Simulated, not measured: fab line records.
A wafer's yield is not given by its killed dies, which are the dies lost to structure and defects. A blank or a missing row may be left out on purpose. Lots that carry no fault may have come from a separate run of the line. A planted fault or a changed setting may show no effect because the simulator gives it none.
A struck lot beside a sound one -- flow sky130 -- 15 out of 708 route steps
Sound: these wafers, L273.2, L273.3, L273.5. Struck: wafers L281.2, L281.4, L281.5. The cause is given at the end.
Each step with rows lists, per side, the tool, then ch with its chambers, then its first start. Under that, the readings that differ: sound wafers -- struck wafers -- difference of the means -- sigmas: that difference in standard deviations of wafers without a fault.
alike: readings with means less than 2 such deviations apart, plus words and numbers identical on both sides. not compared: withheld readings, readings lacking a value on some wafer, bounds such as >300 that could conceal the same value, and numbers that have no deviation in the record and whose values overlap.
A row with sigmas, a row that says differs or no value, or rows on one side alone: a step with any of these is where the two part. When numbers do not overlap yet have no deviation, they are printed without sigmas and do not part them. A reading missing from all wafers of one side parts the sides only when that side holds two or more wafers.

SKY_VIA3_STRIP_16: strips in O2/N2.
  sound on plasma asher-03 ch 0,1, day 40 04:51; struck on plasma asher-02 ch 0,1, day 42 06:26
  alike: drypump motor current A, oes product au, strip time to endpoint s
  not compared: rf hours counter h
then, 3 steps without rows for these wafers: SKY_VIA3_STRIP_17 (strips in post etch residue remover, time 1200 s); SKY_VIA3_CLEAN_18 (cleans in IPA, time 180 s); SKY_VIA3_CLEAN_19 (cleans in O3/DIW).
SKY_VIA3_SPUTTER_20: material TiN, target thk 20 nm, time 80 s.
  struck on pvd sputter-03, day 42 07:02; sound on pvd sputter-04, day 40 05:26
  alike: chamber pressure pa, throttle valve pct
SKY_VIA3_CVD_21: deposits W, target thk 390 nm, time 117.31 s.
  sound on cvd w-02 ch 1, day 40 05:30; struck on cvd w-02 ch 1, day 42 07:05
  alike: heater power outer w, heater power w
SKY_VIA3_RS_MEAS_22: a four-point-probe measurement.
  struck on film metro-02, day 42 07:14; sound on film metro-02, day 40 05:39
  alike: VIA3_W_RS
SKY_VIA3_THK_MEAS_23: measures by xrf.
  struck on film metro-02, day 42 07:20; sound on film metro-02, day 40 05:46
  alike: VIA3_W_THK
SKY_VIA3_CMP_24: polishes, stops on SiO2, t overpolish 20 s, target thk 0 nm.
  sound on cmp-01 ch 1,2, day 40 05:52; struck on cmp-02 ch 0,3, day 42 07:30
  alike: motor current A, overpolish run s, retaining ring pressure frac, time to endpoint s
then, 3 steps without rows for these wafers: SKY_METAL4_SPUTTER_00 (material Ti, target thk 15 nm, time 10 s); SKY_METAL4_SPUTTER_01 (material TiN, target thk 20 nm, time 16.7 s); SKY_METAL4_SPUTTER_02 (material AlCu, target thk 735 nm, time 39.1 s).
SKY_METAL4_SPUTTER_03: material Ti, target thk 5 nm, time 3.3 s.
  struck on pvd sputter-04, day 42 07:50; sound on pvd sputter-04, day 40 06:11
reading,sound,struck,difference,sigmas
chamber pressure pa (Pa),0.4001 0.3992 0.3998,0.3021 0.3010 0.3043,-0.0972,-99 or more
throttle valve pct (%),30.9 30.1 30.3,35.7 34.9 34.5,+4.6,+4
model.Ti_of_METAL4_SPUTTER_03.thk nm (nm),5.09 4.991 5.051,5.319 5.201 5.301,+0.230,
SKY_METAL4_SPUTTER_04: material TiN, target thk 70 nm, time 58.3 s.
  struck on pvd sputter-04, day 42 07:51; sound on pvd sputter-04, day 40 06:13
  alike: chamber pressure pa, throttle valve pct
-- the record jumps here: 6 days lie between the struck wafers' starts before and after (it left off in module METAL4 and takes up again in module PAD_OPEN, whose first step shown is number 708 of the route) --
SKY_PAD_OPEN_PROBE_99:
  struck on prober-01, day 47 23:13; sound on prober-01, day 46 04:22
  alike: defect limited yield, killed_at_M0_to_M3, killed_at_M4_up, killed at contacts, killed at front end, killed at other, killed dies, killed open, killed short, sort_bin_3_pad_short, sort_bin_5_function, sort_bin_6_memory, sort n pass, sort yield pct

## WHERE THEY PART
Only at SKY_METAL4_SPUTTER_03, as far as this record shows. Later steps at which nothing parts them and some readings are alike: SKY_METAL4_SPUTTER_04, SKY_PAD_OPEN_PROBE_99.

WHY: what the simulator had put in
Drift in process parameters on pvd sputter-04 at SKY_METAL4_SPUTTER_03, starting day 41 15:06. The setting chamber pressure pa was moved by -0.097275, starting from 0.4. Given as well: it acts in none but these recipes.
